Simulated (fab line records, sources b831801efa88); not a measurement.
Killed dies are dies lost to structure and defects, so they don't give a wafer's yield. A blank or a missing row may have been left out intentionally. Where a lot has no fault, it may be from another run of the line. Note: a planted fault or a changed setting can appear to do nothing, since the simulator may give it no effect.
fab line records | flow sky130
[record] lots = 6 wafers = 18 last_day = 49
route steps=708 shown VIA2@522 METAL3@532 CAPM@537 PAD_OPEN@708
lots that met no fault: from a run of the same line without faults
start_h: hours from the record's opening day to when the first of the lot's shown wafers began | wait_h: hours since the lot's step before | " repeats the value in the row above | L1.1+2: several wafers, shown together as one row | - value missing, or start not given | * or withheld: withheld | < > ~ a bound
route shown NAME@n: names a module that has steps shown in the file, with the first one's number in the route | usual: mean and standard deviation over wafers with no fault | same: alike in all rows | chamber/n: place in a boat | sites: the reading at each site | _std_site: the values' standard deviation | _edge_site: the outer-site mean with the inner-site mean subtracted | radius_mm: for every site, how far away it sits from the centre of the wafer | mask NAME#n: copy n | behind: the most recent tool/chamber to have shaped the wafer | hold: what put the lot on hold/how long, in hours/how the hold closed | device: transistor that didn't switch, given as n, p or np | end of line: tests run on the same wafers once the route is complete | step lacking rows: just its recipe | killed: not the wafer's yield, but the dies lost to structure and defects at the first sort | map: the dies of a wafer, with x for killed, . for not killed, _ for no die there
set.NAME: setting as actually run; set.NAME@STEP: the setting as run at that earlier step | model.NAME: the simulator's own value behind a step, which no gauge read
lots at selected steps of the route; one table per step, one row per wafer
services: when a tool's chamber went out of use (start_h, in hours from the record's first day, below 0 if earlier), for how many hours, and the reason
[[steps]]
[step SKY_VIA2_ETCH_15]
[recipe] target = SiO2 chemistry = C4F8/O2/Ar target_depth_nm = 546 stop_on = TiN mask_material = KrF-thick source_w = 1500 bias_w = 1200 pressure_mtorr = 40 c4f8_flow_sccm = withheld O2_flow_sccm = 6 Ar_flow_sccm = 300 time_s = 84
[step SKY_VIA2_STRIP_16]
[recipe] chemistry = O2/N2 power_w = 1400 pressure_mtorr = 1500 platen_temp_c = withheld o2_flow_sccm = 3000 n2_flow_sccm = 300 overash_fraction = 0.5
[step SKY_VIA2_STRIP_17]
[recipe] chemistry = post_etch_residue_remover time_s = 1200 temp_c = 72.5
[step SKY_VIA2_CLEAN_18]
[recipe] chemistry = IPA time_s = 180 temp_c = 25
[step SKY_VIA2_CLEAN_19]
[recipe] chemistry = O3/DIW dry = n2_spin
[step SKY_VIA2_SPUTTER_20]
[recipe] material = TiN target_thk_nm = 20 chamber_pressure_pa = 5 power_w = 4000 time_s = 80
[step SKY_VIA2_CVD_21]
[recipe] material = W target_thk_nm = 420 time_s = 126.4 temp_c = 400 pressure_torr = 40
[usual] heater_power_w = 764/60
// columns lot.wafer tool chamber start_h wait_h heater_power_w
L208.3 cvd_w-02 0 961.46 0.1 735
L208.5 " 0 " " 745
L208.6 " 1 " " 826
L210.1 cvd_w-02 0 962.65 0.0 733
L210.5 " 1 " " 858
L210.6 " 0 " " 738
L216.2 cvd_w-01 1 967.24 0.0 771
L216.5 " 0 " " 698
L216.6 " 1 " " 763
L217.2 cvd_w-02 1 969.50 0.0 864
L217.5 " 0 " " 738
L217.6 " 1 " " 831
L222.2 cvd_w-01 0 972.84 0.0 700
L222.5 " 0 " " 706
L222.6 " 1 " " 760
L223.1 cvd_w-01 1 980.02 0.0 736
L223.3 " 0 " " 700
L223.4 " 1 " " 743
[step SKY_VIA2_RS_MEAS_22]
[recipe] thk_meas_gauge = four-point-probe reads = W_of_VIA2_CVD_21+TiN_of_VIA2_SPUTTER_20
[usual] VIA2_W_RS = 0.273/0.003
// columns lot.wafer tool chamber start_h wait_h VIA2_W_RS[ohm/sq]
L208.3 film_metro-03 - 961.59 0.1 0.274
L208.5 " - " " 0.273
L208.6 " - " " 0.270
L210.1 film_metro-01 - 962.78 0.1 0.275
L210.5 " - " " 0.267
L210.6 " - " " 0.273
L216.2 film_metro-03 - 967.39 0.1 0.273
L216.5 " - " " 0.274
L216.6 " - " " 0.273
L217.2 film_metro-02 - 969.65 0.1 0.266
L217.5 " - " " 0.271
L217.6 " - " " 0.270
L222.2 film_metro-01 - 973.00 0.1 0.273
L222.5 " - " " 0.275
L222.6 " - " " 0.277
L223.1 film_metro-01 - 980.15 0.1 0.277
L223.3 " - " " 0.277
L223.4 " - " " 0.273
[step SKY_VIA2_THK_MEAS_23]
[recipe] thk_meas_gauge = xrf reads = W_of_VIA2_CVD_21
[usual] VIA2_W_THK = 417/6.6
// columns lot.wafer tool chamber start_h wait_h VIA2_W_THK[nm]
L208.3 film_metro-03 - 961.69 0.1 409
L208.5 " - " " 413
L208.6 " - " " 417
L210.1 film_metro-01 - 962.90 0.1 420
L210.5 " - " " 428
L210.6 " - " " 420
L216.2 film_metro-03 - 967.50 0.1 410
L216.5 " - " " 409
L216.6 " - " " 408
L217.2 film_metro-02 - 969.76 0.1 435
L217.5 " - " " 423
L217.6 " - " " 429
L222.2 film_metro-01 - 973.11 0.1 420
L222.5 " - " " 413
L222.6 " - " " 414
L223.1 film_metro-01 - 980.27 0.1 414
L223.3 " - " " 414
L223.4 " - " " 419
[step SKY_VIA2_CMP_24]
[recipe] stop_on = SiO2 t_overpolish_s = 20 down_force_psi = 3.5 platen_rpm = 60 target_thk_nm = 0 pad_velocity_m_s = 0.94248
[usual] edge_zone_pressure_frac = 0.999/0.0051 motor_current_A = 11.0/1.1 overpolish_run_s = 20.000/0.0095 time_to_endpoint_s = 102/5.4
// columns lot.wafer tool chamber start_h wait_h edge_zone_pressure_frac motor_current_A overpolish_run_s time_to_endpoint_s
L208.3 cmp-02 3 961.88 0.2 0.996 11.5 19.995 104
L208.6 " 0 " " 0.995 10.0 19.993 110
L208.5 " 1 " " 1.004 10.5 20.008 96
L210.1 cmp-02 1 963.01 0.1 1.012 10.2 19.997 93
L210.5 " 0 " " 1.001 9.9 20.001 109
L210.6 " 1 " " 1.003 10.6 20.005 96
L216.2 cmp-02 2 967.65 0.1 0.998 11.0 19.993 95
L216.5 " 0 " " 0.991 9.6 20.002 112
L216.6 " 1 " " 1.002 10.5 19.996 97
L217.2 cmp-02 0 969.91 0.1 1.005 10.0 19.993 108
L217.5 " 2 " " 0.999 10.6 19.996 100
L217.6 " 3 " " 0.999 11.4 20.001 106
L222.2 cmp-01 2 973.31 0.2 0.999 12.8 19.999 100
L222.6 " 3 " " 0.998 11.0 19.998 96
L222.5 " 0 " " 1.002 11.8 20.003 99
L223.3 cmp-02 2 980.33 0.0 1.001 10.5 19.993 96
L223.1 " 3 " " 0.999 11.5 20.005 107
L223.4 " 1 " " 1.006 9.8 20.028 99
[step SKY_METAL3_SPUTTER_00]
[recipe] material = Ti target_thk_nm = 15 power_w = 3000 time_s = 10 chamber_pressure_pa = 0.4
[step SKY_METAL3_SPUTTER_01]
[recipe] material = TiN target_thk_nm = 20 power_w = 6500 time_s = 16.7 chamber_pressure_pa = 0.4
[usual] throttle_valve_pct = 30.3/0.94
// columns lot.wafer tool chamber start_h wait_h throttle_valve_pct
L208.3 pvd_sputter-02 - 962.05 0.0 29.0
L208.5 " - " " 30.7
L208.6 " - " " 30.7
L210.1 pvd_sputter-04 - 963.28 0.0 30.1
L210.5 " - " " 30.7
L210.6 " - " " 30.1
L216.2 pvd_sputter-04 - 967.87 0.0 28.6
L216.5 " - " " 30.0
L216.6 " - " " 30.0
L217.2 pvd_sputter-04 - 970.13 0.0 29.9
L217.5 " - " " 28.9
L217.6 " - " " 29.8
L222.2 pvd_sputter-02 - 973.48 0.0 30.8
L222.5 " - " " 30.7
L222.6 " - " " 29.2
L223.1 pvd_sputter-03 - 980.65 0.0 29.9
L223.3 " - " " 31.2
L223.4 " - " " 31.9
[step SKY_METAL3_SPUTTER_02]
[recipe] material = AlCu target_thk_nm = 735 power_w = 10600 time_s = 39.1 chamber_pressure_pa = 0.4
[usual] throttle_valve_pct = 30.3/0.96
// columns lot.wafer tool chamber start_h wait_h throttle_valve_pct
L208.3 pvd_sputter-02 - 962.08 0.0 29.2
L208.5 " - " " 30.8
L208.6 " - " " 30.8
L210.1 pvd_sputter-04 - 963.31 0.0 29.6
L210.5 " - " " 30.4
L210.6 " - " " 30.1
L216.2 pvd_sputter-04 - 967.90 0.0 29.0
L216.5 " - " " 29.8
L216.6 " - " " 29.8
L217.2 pvd_sputter-04 - 970.15 0.0 30.1
L217.5 " - " " 28.8
L217.6 " - " " 30.0
L222.2 pvd_sputter-02 - 973.50 0.0 31.0
L222.5 " - " " 30.8
L222.6 " - " " 28.8
L223.1 pvd_sputter-03 - 980.68 0.0 29.7
L223.3 " - " " 31.4
L223.4 " - " " 32.1
[step SKY_METAL3_SPUTTER_03]
[recipe] material = Ti target_thk_nm = 5 power_w = 3000 time_s = 3.3 chamber_pressure_pa = 0.4
[step SKY_METAL3_SPUTTER_04]
[recipe] material = TiN target_thk_nm = 70 power_w = 6500 time_s = 58.3 chamber_pressure_pa = 0.4
[step SKY_CAPM_CVD_00]
[recipe] material = SiO2 target_thk_nm = 15.5 temp_c = 400 time_s = withheld rf_w = 450
[usual] heater_power_w = 737/120
// columns lot.wafer tool chamber start_h wait_h heater_power_w
L208.3 pecvd-04 0 962.18 0.0 618
L208.5 " 1 " " 1017
L208.6 " 0 " " 616
L210.1 pecvd-02 1 963.41 0.0 787
L210.5 " 0 " " 578
L210.6 " 1 " " 789
L216.2 pecvd-04 2 968.00 0.0 625
L216.5 " 2 " " 653
L216.6 " 1 " " 915
L217.2 pecvd-04 2 970.26 0.0 694
L217.5 " 1 " " 853
L217.6 " 2 " " 703
L222.2 pecvd-02 2 973.61 0.0 685
L222.5 " 2 " " 698
L222.6 " 1 " " 648
L223.1 pecvd-01 2 980.78 0.0 750
L223.3 " 0 " " 834
L223.4 " 1 " " 693
[step SKY_CAPM_THK_MEAS_01]
[recipe] reads = SiO2_of_CAPM_CVD_00
[usual] CAPM_CVD_00_THK = 15.29/0.28
// columns lot.wafer tool chamber start_h wait_h CAPM_CVD_00_THK[nm]
L208.3 film_metro-01 - 962.23 - 15.12
L208.5 " - " " 15.51
L208.6 " - " " 15.49
L210.1 film_metro-04 - 963.43 - 15.31
L210.5 " - " " 15.73
L210.6 " - " " 15.79
L216.2 film_metro-01 - 968.04 - 15.43
L216.5 " - " " 15.48
L216.6 " - " " 15.80
L217.2 film_metro-04 - 970.30 - 15.29
L217.5 " - " " 15.60
L217.6 " - " " 15.60
L222.2 film_metro-01 - 973.64 - 15.06
L222.5 " - " " 15.43
L222.6 " - " " 15.39
L223.1 film_metro-01 - 980.80 - 15.12
L223.3 " - " " 15.42
L223.4 " - " " 15.12
[step SKY_CAPM_SPUTTER_02]
[recipe] material = TiN target_thk_nm = 200 temp_c = 300 power_w = 6500 time_s = 166.7 chamber_pressure_pa = 0.4
[step SKY_CAPM_RS_MEAS_03]
[recipe] thk_meas_gauge = four-point-probe reads = TiN_of_CAPM_SPUTTER_02
[usual] CAPM_TIN_RS = 6.92/0.085
// columns lot.wafer tool chamber start_h wait_h CAPM_TIN_RS[ohm/sq]
L208.3 film_metro-03 - 962.42 0.1 6.96
L208.5 " - " " 7.03
L208.6 " - " " 6.97
L210.1 film_metro-03 - 963.60 0.1 6.93
L210.5 " - " " 6.86
L210.6 " - " " 6.92
L216.2 film_metro-03 - 968.22 0.1 6.97
L216.5 " - " " 7.06
L216.6 " - " " 6.98
L217.2 film_metro-01 - 970.48 0.1 6.97
L217.5 " - " " 6.93
L217.6 " - " " 6.76
L222.2 film_metro-01 - 973.82 0.1 6.86
L222.5 " - " " 6.98
L222.6 " - " " 6.96
L223.1 film_metro-04 - 980.97 0.1 7.07
L223.3 " - " " 6.95
L223.4 " - " " 7.03
[step SKY_CAPM_THK_MEAS_04]
[recipe] thk_meas_gauge = xrf reads = TiN_of_CAPM_SPUTTER_02
[usual] CAPM_TIN_THK = 201.0/2.5
// columns lot.wafer tool chamber start_h wait_h CAPM_TIN_THK[nm]
L208.3 film_metro-03 - 962.52 0.1 200.8
L208.5 " - " " 198.6
L208.6 " - " " 200.2
L210.1 film_metro-03 - 963.72 0.1 201.3
L210.5 " - " " 203.2
L210.6 " - " " 201.9
L216.2 film_metro-03 - 968.33 0.1 200.6
L216.5 " - " " 197.8
L216.6 " - " " 200.7
L217.2 film_metro-01 - 970.59 0.1 197.1
L217.5 " - " " 198.9
L217.6 " - " " 203.4
L222.2 film_metro-01 - 973.93 0.1 200.9
L222.5 " - " " 197.4
L222.6 " - " " 198.1
L223.1 film_metro-04 - 981.09 0.1 197.2
L223.3 " - " " 201.6
L223.4 " - " " 198.0
[step SKY_CAPM_DEHYDRATE_05]
[recipe] temp_c = 200 time_s = 60
[step SKY_CAPM_HMDS_06]
[recipe] prime_time_s = 60 prime_temp_c = 120
[step SKY_CAPM_COAT_07]
[recipe] resist = NOVOLAK spin_rpm = 3000 resist_thk_nm = 1140
[step SKY_CAPM_SOFTBAKE_08]
[recipe] temp_c = 90 time_s = 60 resist = NOVOLAK
[step SKY_CAPM_EXPOSE_09]
[recipe] mask_id = CAPM na = 0.6 source_shape = conventional sigma_outer = 0.6 polarization = unpolarized target_cd_nm = 1000 dose_mj = 159
[step SKY_CAPM_PEB_10]
[recipe] temp_c = withheld time_s = * resist = NOVOLAK
[step SKY_CAPM_DEVELOP_11]
[recipe] resist = NOVOLAK developer = TMAH develop_time_s = 60 dev_temp_c = 23
[step SKY_CAPM_OVL_MEAS_12]
[usual] CAPM_OVL = -0.3/1.2
// columns lot.wafer tool chamber start_h wait_h CAPM_OVL[nm]
L208.3 overlay-01 - 984.57 0.1 1.0
L208.5 " - " " 0.7
L208.6 " - " " -0.3
L210.1 overlay-02 - 985.69 0.1 0.2
L210.5 " - " " -2.2
L210.6 " - " " -1.8
L216.2 overlay-01 - 990.25 0.1 -0.8
L216.5 " - " " -1.0
L216.6 " - " " 0.0
L217.2 overlay-01 - 992.86 0.1 0.3
L217.5 " - " " 1.4
L217.6 " - " " -1.4
L222.2 overlay-01 - 996.31 0.1 -1.5
L222.5 " - " " -0.8
L222.6 " - " " -1.4
L223.1 overlay-02 - 1003.65 0.1 -0.4
L223.3 " - " " 0.3
L223.4 " - " " -1.1
[step SKY_CAPM_METAL_ETCH_13]
[recipe] target_depth_nm = 220 stop_on = SiO2 chemistry = Cl2/BCl3 target = TiN pressure_mtorr = 10 icp_w = 900 bias_w = 48.5 Cl2_flow_sccm = 60 bcl3_flow_sccm = 30 time_s = 62.9
[usual] bcl3_flow_sccm = 30.00/0.085 bias_w = 48.50/0.15 chamber_pressure_mTorr = 10.000/0.0093 drypump_motor_current_A = 5.7/0.53 oes_product_au = 0.942/0.0075 throttle_valve_pct = 21.902/0.01
// columns lot.wafer tool chamber start_h wait_h bcl3_flow_sccm bias_w chamber_pressure_mTorr drypump_motor_current_A oes_product_au rf_hours_counter_h throttle_valve_pct
L208.3 rie_metal-01 0 984.62 0.0 30.09 48.77 10.001 6.2 0.939 - 21.902
L208.5 " 1 " " 29.91 48.26 10.014 5.1 0.934 - 21.906
L208.6 " 0 " " 30.13 48.84 9.987 6.2 0.929 - 21.899
L210.1 rie_metal-04 0 985.73 0.0 29.93 48.54 10.002 5.9 0.944 13 21.909
L210.5 " 1 " " 29.93 48.27 9.995 5.2 0.943 - 21.908
L210.6 " 0 " " 29.91 48.53 10.013 5.9 0.939 - 21.903
L216.2 rie_metal-04 1 990.28 0.0 30.07 48.54 9.990 5.2 0.937 15 21.911
L216.5 " 0 " " 30.02 48.58 9.989 5.9 0.938 - 21.925
L216.6 " 1 " " 29.99 48.71 9.996 5.2 0.936 - 21.919
L217.2 rie_metal-04 1 992.89 0.0 30.06 48.58 10.002 5.2 0.943 15 21.878
L217.5 " 1 " " 29.94 48.48 10.008 5.3 0.937 - 21.899
L217.6 " 0 " " 29.85 48.67 10.015 5.8 0.950 - 21.894
L222.2 rie_metal-02 1 996.34 0.0 30.00 48.17 10.012 5.3 0.949 10 21.883
L222.5 " 0 " " 29.80 48.62 10.001 6.5 0.936 - 21.900
L222.6 " 1 " " 29.88 48.44 9.996 5.3 0.946 - 21.899
L223.1 rie_metal-04 1 1003.69 0.0 30.03 48.25 9.992 5.2 0.926 15 21.923
L223.3 " 1 " " 30.04 48.37 9.999 5.2 0.932 - 21.900
L223.4 " 0 " " 29.98 48.49 9.996 5.8 0.940 - 21.899
[step SKY_CAPM_STRIP_14]
[recipe] chemistry = O2/N2 power_w = 1400 pressure_mtorr = 1500 platen_temp_c = withheld o2_flow_sccm = 3000 n2_flow_sccm = 300 overash_fraction = 0.5
[step SKY_CAPM_STRIP_15]
[recipe] chemistry = post_etch_residue_remover time_s = 1200 temp_c = 72.5
[step SKY_CAPM_CLEAN_16]
[recipe] chemistry = IPA time_s = 180 temp_c = 25
[step SKY_CAPM_CLEAN_17]
[recipe] chemistry = O3/DIW dry = n2_spin
[step SKY_METAL3_DEHYDRATE_05]
[recipe] temp_c = 200 time_s = 60
[step SKY_METAL3_HMDS_06]
[recipe] prime_time_s = 60 prime_temp_c = 120
[step SKY_METAL3_COAT_07]
[recipe] resist = BARC temp_c = withheld time_s = withheld spin_rpm = 3000 resist_thk_nm = 60
[step SKY_METAL3_COAT_08]
[recipe] resist = KrF-thick spin_rpm = 3000 resist_thk_nm = 1140
[step SKY_METAL3_SOFTBAKE_09]
[recipe] temp_c = 100 time_s = 90 resist = KrF-thick
[step SKY_METAL3_EXPOSE_10]
[recipe] mask_id = MM3 na = 0.68 source_shape = annular sigma_inner = 0.4 sigma_outer = 0.8 target_cd_nm = 300 dose_mj = 28
[step SKY_METAL3_PEB_11]
[recipe] peb_temp_c = withheld peb_time_s = withheld resist = KrF-thick
[step SKY_METAL3_DEVELOP_12]
[recipe] develop_time_s = 60 resist = KrF-thick dev_temp_c = 21
[step SKY_METAL3_CD_MEAS_13]
[recipe] target_cd_nm = 300
[usual] cd_nm = 299.9/1.2
// columns lot.wafer tool chamber start_h wait_h cd_nm
L208.3 cd_sem-02 - 1008.14 - 299.2
L208.5 " - " " 299.0
L208.6 " - " " 297.5
L210.1 cd_sem-02 - 1009.16 - 298.6
L210.5 " - " " 298.9
L210.6 " - " " 298.4
L216.2 cd_sem-02 - 1013.24 - 301.1
L216.5 " - " " 300.8
L216.6 " - " " 300.7
L217.2 cd_sem-01 - 1018.02 - 300.0
L217.5 " - " " 300.8
L217.6 " - " " 301.5
L222.2 cd_sem-02 - 1019.87 - 301.6
L222.5 " - " " 301.9
L222.6 " - " " 301.4
L223.1 cd_sem-02 - 1027.20 - 299.6
L223.3 " - " " 301.1
L223.4 " - " " 301.0
[step SKY_PAD_OPEN_PROBE_99]
[usual] defect_limited_yield = 82.8/2 killed_at_M0_to_M3 = 42/7.3 killed_at_M4_up = 3.4/2 killed_at_contacts = 24/5.8 killed_at_front_end = 15/4.6 killed_at_other = 0.3/0.62 killed_dies = 84/9.8 killed_open = 47/6.9 killed_short = 38/6.3 sort_bin_3_pad_short = 0.8/0.38 sort_bin_5_function = 10.2/1.5 sort_bin_6_memory = 6.2/1.1 sort_n_pass = 408/9.8 sort_yield_pct = 82.8/2
[same] gross_dies = 492 killed_at_back_side = 0 sort_bin_4_leakage[%] = 0 sort_bin_8_speed[%] = 0
// columns lot.wafer tool chamber start_h wait_h defect_limited_yield[%] killed_at_M0_to_M3 killed_at_M4_up killed_at_contacts killed_at_front_end killed_at_other killed_dies killed_open killed_short sort_bin_3_pad_short[%] sort_bin_5_function[%] sort_bin_6_memory[%] sort_n_pass sort_yield_pct[%] model.etest.tester.sort_n_pass model.etest.tester.sort_yield_pct model.etest.tester.sort_bin_5_pct
L208.3 prober-02 - 1165.30 0.2 82.3 50 1 23 13 0 87 51 36 0.8 9.8 7.1 405 82.3 405 82.32 9.756
L208.5 prober-02 - 1165.40 0.2 85.8 34 1 23 10 2 70 31 39 0.8 8.1 5.3 422 85.8 422 85.77 8.13
L208.6 prober-02 - 1165.45 0.2 82.5 43 2 28 13 0 86 53 33 1.0 10.4 6.1 406 82.5 406 82.52 10.37
L210.1 prober-01 - 1165.87 0.1 80.5 45 4 28 19 0 96 57 39 0.2 12.2 7.1 396 80.5 396 80.49 12.2
L210.5 prober-01 - 1166.07 0.2 82.5 41 3 28 14 0 86 46 40 1.4 10.8 5.3 406 82.5 406 82.52 10.77
L210.6 prober-01 - 1166.12 0.2 84.6 26 7 28 15 0 76 35 41 0.6 11.0 3.9 416 84.6 416 84.55 10.98
L216.2 prober-01 - 1170.42 0.1 82.1 43 2 26 17 0 88 50 38 1.2 10.0 6.7 404 82.1 404 82.11 9.959
L216.5 prober-01 - 1170.57 0.2 74.4 75 3 27 21 0 126 47 41 0.2 18.1 7.3 366 74.4 366 74.39 18.09
L216.6 prober-01 - 1170.62 0.2 80.1 51 3 21 22 1 98 56 42 1.2 12.0 6.7 394 80.1 394 80.08 11.99
L217.2 prober-02 - 1173.00 0.1 82.7 50 5 17 13 0 85 40 45 1.0 9.8 6.5 407 82.7 407 82.72 9.756
L217.5 prober-02 - 1173.15 0.2 86.8 37 2 17 9 0 65 33 32 0.6 8.3 4.3 427 86.8 427 86.79 8.333
L217.6 prober-02 - 1173.20 0.2 73.2 87 3 25 16 1 132 41 51 2.4 16.7 7.7 360 73.2 360 73.17 16.67
L222.2 prober-01 - 1177.12 0.1 83.5 36 4 21 20 0 81 47 34 0.4 8.7 7.3 411 83.5 411 83.54 8.74
L222.5 prober-01 - 1177.27 0.2 83.7 40 5 19 16 0 80 46 34 1.0 9.8 5.5 412 83.7 412 83.74 9.756
L222.6 prober-01 - 1177.32 0.2 81.5 41 2 27 21 0 91 50 41 0.4 11.4 6.7 401 81.5 401 81.5 11.38
L223.1 prober-02 - 1180.43 0.1 83.9 42 3 24 10 0 79 44 35 1.0 9.3 5.7 413 83.9 413 83.94 9.35
L223.3 prober-02 - 1180.53 0.2 81.5 33 3 31 23 1 91 52 39 1.0 9.1 8.3 401 81.5 401 81.5 9.146
L223.4 prober-02 - 1180.58 0.2 81.7 42 3 29 15 1 90 48 42 0.8 11.8 5.7 402 81.7 402 81.71 11.79
// killed by level:class
L208.3 VIA1:geometric_particle:open=13 VIA3:geometric_particle:open=9 VIA2:geometric_particle:open=7 CONTACT:geometric_particle:open=7 CONTACT:geometric_particle:short=6 POLY_GATE:geometric_particle:open=4 LI_CONTACT:geometric_particle:short=4 LI_CONTACT:geometric_particle:open=4
L208.5 LI_CONTACT:geometric_particle:open=9 VIA1:geometric_particle:open=8 FIELD_ISO:geometric_particle:short=6 METAL2:geometric_particle:short=6 VIA3:geometric_particle:open=5 CONTACT:geometric_particle:short=5 VIA1:geometric_particle:short=5 CONTACT:geometric_particle:open=4
L208.6 VIA1:geometric_particle:open=11 CONTACT:geometric_particle:open=9 LI_CONTACT:geometric_particle:open=8 VIA2:geometric_particle:open=7 CONTACT:geometric_particle:short=6 VIA1:geometric_particle:short=6 METAL2:geometric_particle:short=5 POLY_GATE:geometric_particle:open=4
L210.1 CONTACT:geometric_particle:open=15 VIA1:geometric_particle:open=11 VIA2:geometric_particle:open=8 VIA1:geometric_particle:short=7 CONTACT:geometric_particle:short=6 FIELD_ISO:geometric_particle:short=5 LI_CONTACT:geometric_particle:open=4 METAL2:geometric_particle:short=4
L210.5 VIA1:geometric_particle:open=10 CONTACT:geometric_particle:open=9 LI_CONTACT:geometric_particle:open=7 METAL2:geometric_particle:short=7 VIA3:geometric_particle:open=7 POLY_GATE:geometric_particle:open=5 METAL3:geometric_particle:short=5 FIELD_ISO:geometric_particle:short=4
L210.6 CONTACT:geometric_particle:open=9 LI_CONTACT:geometric_particle:open=6 VIA1:geometric_particle:open=6 FIELD_ISO:geometric_particle:short=5 METAL4:geometric_particle:short=5 FIELD_ISO:geometric_particle:open=4 LI_CONTACT:geometric_particle:short=4 CONTACT:geometric_particle:short=4
L216.2 LI_CONTACT:geometric_particle:open=9 CONTACT:geometric_particle:open=8 VIA1:geometric_particle:open=8 VIA1:geometric_particle:short=8 VIA2:geometric_particle:open=8 FIELD_ISO:geometric_particle:short=6 VIA3:geometric_particle:open=5 FIELD_ISO:geometric_particle:open=4
L216.5 METAL3:unspecified=38 POLY_GATE:geometric_particle:short=8 VIA1:geometric_particle:open=8 POLY_GATE:geometric_particle:open=7 LI_CONTACT:geometric_particle:open=7 CONTACT:geometric_particle:short=7 CONTACT:geometric_particle:open=5 VIA1:geometric_particle:short=5
L216.6 VIA1:geometric_particle:open=12 VIA3:geometric_particle:open=11 POLY_GATE:geometric_particle:short=10 CONTACT:geometric_particle:open=8 METAL2:geometric_particle:short=7 VIA1:geometric_particle:short=5 FIELD_ISO:geometric_particle:open=4 LI_CONTACT:geometric_particle:open=4
L217.2 METAL1:geometric_particle:short=9 CONTACT:geometric_particle:open=8 VIA1:geometric_particle:short=8 VIA1:geometric_particle:open=6 METAL4:geometric_particle:short=5 VIA2:geometric_particle:short=5 VIA2:geometric_particle:open=5 VIA3:geometric_particle:open=5
L217.5 VIA3:geometric_particle:open=8 VIA1:geometric_particle:open=7 LI_CONTACT:geometric_particle:open=6 METAL1:geometric_particle:short=5 CONTACT:geometric_particle:short=4 VIA2:geometric_particle:open=4 FIELD_ISO:geometric_particle:short=3 LOCAL_INTERCONNECT:geometric_particle:short=3
L217.6 METAL3:unspecified=40 CONTACT:geometric_particle:short=9 CONTACT:geometric_particle:open=9 VIA1:geometric_particle:open=9 METAL2:geometric_particle:short=8 FIELD_ISO:geometric_particle:short=7 VIA3:geometric_particle:open=7 VIA1:geometric_particle:short=5
L222.2 VIA1:geometric_particle:open=10 CONTACT:geometric_particle:open=8 FIELD_ISO:geometric_particle:open=4 FIELD_ISO:geometric_particle:short=4 LI_CONTACT:geometric_particle:open=4 VIA2:geometric_particle:open=4 VIA1:geometric_particle:short=4 METAL2:geometric_particle:short=4
L222.5 CONTACT:geometric_particle:open=11 VIA1:geometric_particle:open=11 FIELD_ISO:geometric_particle:short=5 METAL1:geometric_particle:short=5 VIA2:geometric_particle:open=5 CONTACT:geometric_particle:short=4 METAL4:geometric_particle:short=4 POLY_GATE:geometric_particle:open=3
L222.6 VIA1:geometric_particle:open=13 CONTACT:geometric_particle:open=8 CONTACT:geometric_particle:short=7 FIELD_ISO:geometric_particle:short=6 METAL3:geometric_particle:short=6 LOCAL_INTERCONNECT:geometric_particle:short=5 VIA3:geometric_particle:open=5 VIA1:geometric_particle:short=5
L223.1 VIA1:geometric_particle:open=11 LI_CONTACT:geometric_particle:open=9 METAL1:geometric_particle:short=8 CONTACT:geometric_particle:open=6 CONTACT:geometric_particle:short=6 VIA2:geometric_particle:open=6 VIA1:geometric_particle:short=5 POLY_GATE:geometric_particle:open=4
L223.3 VIA1:geometric_particle:open=13 CONTACT:geometric_particle:open=11 POLY_GATE:geometric_particle:short=9 LI_CONTACT:geometric_particle:open=7 POLY_GATE:geometric_particle:open=6 LOCAL_INTERCONNECT:geometric_particle:short=5 CONTACT:geometric_particle:short=5 VIA2:geometric_particle:open=5
L223.4 VIA1:geometric_particle:open=11 LI_CONTACT:geometric_particle:open=10 CONTACT:geometric_particle:short=8 CONTACT:geometric_particle:open=7 POLY_GATE:geometric_particle:open=5 METAL2:geometric_particle:short=5 VIA3:geometric_particle:open=5 LI_CONTACT:geometric_particle:short=4
// map L216.5 (x killed, . not)
__________.x.....x.._________
________..x.....xx...._______
______.....x.........x.._____
_____....xx..x.x...x.x...____
____....xxx........x.x....___
___...x..x.xxxx.x..x.......__
__......x.xx..xx............_
_.........x..................
_....x.xx..x.x....x.x...x....
_x.........x.....xx.x.x.xx...
_............x........x...x.x
_.........x.....xxx.....x.x..
_.....x..............x.......
_.x.....x...x.x..............
_.x.........x...x...........x
__x.x..x..xx....x.xx........_
___.x.....x...xxxxxxxx.....__
____x.x.....xx.xxxxxx.....___
_____....x..x.xxxxxxxx...____
______........x.xxxxxx.._____
________x....xx.xxxxx._______
__________..xx.xx..x_________
// map L217.6 (x killed, . not)
__________..xx......_________
________.....x........_______
______.x.....x....x....._____
_____.x..xx....x.x..x.xx.____
____.x...............x.x..___
___....x....x..xx.....x..xx__
__x......x........xx.x......_
_..x..x.xxxx.......x.........
_....x.....x....x..x..x......
_..........x..x...x.x.x......
_x.....x.....xxx.x.........x.
_..x...x..x.x................
_..x.....x..x................
_....xxxx.x..x..x.......x....
_x....x..............x.x.....
__xx.x...x.....xxxx.x.x..xx._
___..x......x.xxxxx...x...x__
____...x......xxxxxxx.x...___
_____.xx......xxxxxxxx..x____
______........xxxxxxx.xx_____
________....xxx.x.xx.x_______
__________.....x..xx_________
[[services]]
// columns tool chamber start_h hours kind
rie_metal-01 - 940.63 2.8 pm
pecvd-01 1 943.77 5.5 scheduled_down
pvd_sputter-03 - 946.46 7.9 repair
pecvd-04 0 963.30 14.5 repair
pvd_sputter-04 3 963.41 - consumable_replace:kit
pvd_sputter-04 3 963.41 18.0 scheduled_down
pvd_sputter-04 3 963.41 18.0 vent_cycle
cmp-01 - 971.82 1.0 repair
cmp-01 - 975.98 3.0 repair
pvd_sputter-02 - 982.26 3.6 repair
pvd_sputter-03 - 995.95 31.0 repair
pecvd-04 0 999.63 8.0 repair
pecvd-01 2 1002.67 5.6 repair
[[key]]
[first_sign] step = SKY_PAD_OPEN_PROBE_99 reading = killed_at_M0_to_M3 direction = up sigmas = 5.3 usual = 42 struck = 81
[effect] step = SKY_PAD_OPEN_PROBE_99 reading = sort_bin_5_function direction = up sigmas = 4.7 usual = 10.2 struck = 17.4
[model_effect] step = SKY_PAD_OPEN_PROBE_99 value = etest.tester.sort_n_pass without = 397.5 struck = 363
met_at SKY_METAL3_SPUTTER_02
struck_wafers L216.5,L217.6
onset_between 963.31 967.90
[fault] kind = chamber_particle_source tool = pvd_sputter-04 chamber = - onset_h = 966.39 steps = SKY_METAL3_SPUTTER_02 rate_per_visit_cm2 = 0.41889 end_h = 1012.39 scope = struck_wafers_only
